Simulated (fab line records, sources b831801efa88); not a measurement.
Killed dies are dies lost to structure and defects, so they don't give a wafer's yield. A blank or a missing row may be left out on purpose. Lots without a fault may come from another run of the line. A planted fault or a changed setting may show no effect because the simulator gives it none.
A struck lot beside a sound one | flow gf180mcu | 37 steps out of a route of 602
Sound: wafers L526.3, L526.5, L526.6. Struck: wafer L534.4. (L534.1, L534.2 of the same lot were not struck and are left out.) The cause comes at the end.
At each step with rows: each side's tool, then ch and its chambers, then its first start. Under that, the readings that differ: sound wafers | struck wafers | difference of the means | sigmas: that difference in standard deviations of wafers without a fault.
alike: readings whose means differ by less than 2 such deviations, and words and numbers that are the same on both sides. not compared: withheld readings, readings that some wafer has no value for, bounds like >300 that may hide the same value, and numbers for which the record gives no deviation and whose values overlap.
The two part at a step that has a row with sigmas, a row that says differs or no value, or rows on one side only. Numbers that don't overlap but have no deviation are shown without sigmas and don't part them. A reading that every wafer of one side lacks parts them only if that side has two wafers or more.

first, 2 steps without rows for these wafers: GF_M2_PEB_12 (peb time 90 s); GF_M2_DEVELOP_13 (develop time 60 s).
GF_M2_CD_MEAS_14: target cd 280 nm.
  sound on cd_sem-01, day 20 06:41; struck on cd_sem-01, day 24 01:13
  alike: cd_nm
GF_M2_OVL_MEAS_15:
  sound on overlay-01, day 20 06:47; struck on overlay-01, day 24 01:20
  alike: M2_OVL
GF_M2_METAL_ETCH_16: etches the open film in Cl2/BCl3, stops on SiO2, target depth 627.5 nm, time 104.6 s.
  sound on rie_metal-01 ch 0,1, day 20 06:52; struck on rie_metal-01 ch 0, day 24 01:22
  reading                     | sound       | struck | difference | sigmas
  drypump_motor_current_A (A) | 6.3 5.2 6.3 | 5.2    | -0.7       | -2
  alike: he_backside_leak_sccm, oes_product_au, throttle_valve_pct
  not compared: rf_hours_counter_h
then, 4 steps without rows for these wafers: GF_M2_STRIP_17 (strips in O2/N2); GF_M2_STRIP_18 (strips in post etch residue remover, time 1200 s); GF_M2_CLEAN_19 (cleans in DIW); GF_V2_CVD_00 (deposits SiO2, target thk 600 nm, time 100 s).
GF_V2_THK_MEAS_01:
  sound on film_metro-01, day 20 07:35; struck on film_metro-01, day 24 02:11
  alike: V2_CVD_00_THK
GF_V2_CVD_02: deposits SiO2 from TEOS, target thk 850 nm, time 94.851 s.
  sound on pecvd-04 ch 0,1,2, day 20 07:38; struck on pecvd-04 ch 2, day 24 02:15
  alike: heater_power_w
GF_V2_THK_MEAS_03:
  sound on film_metro-01, day 20 07:43; struck on film_metro-02, day 24 02:19
  alike: V2_CVD_02_THK
GF_V2_CMP_04: polishes SiO2.
  sound on cmp-01 ch 0,2,3, day 20 07:52; struck on cmp-01 ch 3, day 24 02:23
  reading                             | sound           | struck | difference | sigmas
  time_to_endpoint_s (s)              | 76 86 84        | 119    | +37        | +5
  model.SiO2_of_V2_CVD_02.thk_nm (nm) | 632 631.5 633.3 | 720.1  | +87.8      |
  alike: motor_current_A
GF_V2_BOW_MEAS_05:
  sound on film_metro-03, day 20 08:06; struck on film_metro-02, day 24 02:41
  reading     | sound    | struck | difference | sigmas
  V2_BOW (um) | 90 95 98 | 112    | +18        | +2
then, 8 steps without rows for these wafers: GF_V2_DEHYDRATE_06 (time 60 s); GF_V2_HMDS_07 (prime time 60 s); GF_V2_COAT_08; GF_V2_COAT_09 (resist thk 1000 nm); GF_V2_SOFTBAKE_10 (time 60 s); GF_V2_EXPOSE_11 (exposes mask Via2, target cd 260 nm); GF_V2_PEB_12 (peb time 90 s); GF_V2_DEVELOP_13 (develop time 60 s).
GF_V2_CD_MEAS_14: target cd 260 nm.
  sound on cd_sem-02, day 21 08:08; struck on cd_sem-02, day 25 00:16
  alike: cd_nm
GF_V2_OVL_MEAS_15:
  sound on overlay-01, day 21 08:14; struck on overlay-02, day 25 00:23
  alike: V2_OVL
GF_V2_ETCH_16: etches BARC in N2/H2.
  sound on rie_diel-04 ch 0,1, day 21 08:16; struck on rie_diel-04 ch 1, day 25 00:26
  alike: drypump_motor_current_A, h2_flow_sccm, oes_product_au, throttle_valve_pct
GF_V2_ETCH_17: etches SiO2 in C4F8/O2/Ar, stops on TiN, target depth 630 nm.
  sound on rie_diel-04 ch 0,1; struck on rie_diel-04 ch 1
  reading                        | sound             | struck | difference | sigmas
  oes_product_au (a.u.)          | 0.849 0.853 0.850 | 0.918  | +0.067     | +14
  model.etch.depth_nm (nm)       | 632 631.5 633.3   | 720.1  | +87.8      |
  model.V2.feature_depth_nm (nm) | 632 631.5 633.3   | 720.1  | +87.8      |
then, 4 steps without rows for these wafers: GF_V2_STRIP_18 (strips in O2/N2); GF_V2_STRIP_19 (strips in post etch residue remover, time 1200 s); GF_V2_CLEAN_20 (cleans in DIW); GF_V2_SPUTTER_21 (material Ti, target thk 15 nm, time 80.02 s).
GF_V2_SPUTTER_22: material TiN, target thk 10 nm, time 40 s.
  sound on pvd_sputter-03, day 21 09:04; struck on pvd_sputter-03, day 25 01:10
  alike: throttle_valve_pct
GF_V2_CVD_23: deposits W, target thk 350 nm, time 104.94 s.
  sound on cvd_w-01 ch 0,1, day 21 09:09; struck on cvd_w-02 ch 0, day 25 01:13
  alike: heater_power_w
GF_V2_RS_MEAS_24: measures by four-point-probe.
  sound on film_metro-01, day 21 09:16; struck on film_metro-03, day 25 01:19
  alike: V2_W_RS
GF_V2_THK_MEAS_25: measures by xrf.
  sound on film_metro-01, day 21 09:22; struck on film_metro-03, day 25 01:26
  alike: V2_W_THK
GF_V2_CMP_26: polishes, stops on SiO2, t overpolish 15 s, target thk 0 nm.
  sound on cmp-01 ch 0,1,3, day 21 09:31; struck on cmp-02 ch 1, day 25 01:30
  reading                             | sound             | struck | difference | sigmas
  model.SiO2_of_V2_CVD_02.thk_nm (nm) | 628.2 627.8 629.5 | 716.3  | +87.8      |
  alike: motor_current_A
then, 1 step without rows for these wafers: GF_M3_SPUTTER_00 (material Ti, target thk 37.5 nm, time 150 s).
GF_PASSIVATION_PROBE_99:
  the record has rows for the sound wafers here (prober-01, day 29 19:31) and none for the struck ones

WHERE THEY PART
First at GF_M2_METAL_ETCH_16; last, within this record, at GF_PASSIVATION_PROBE_99.

WHY: what the simulator had put in
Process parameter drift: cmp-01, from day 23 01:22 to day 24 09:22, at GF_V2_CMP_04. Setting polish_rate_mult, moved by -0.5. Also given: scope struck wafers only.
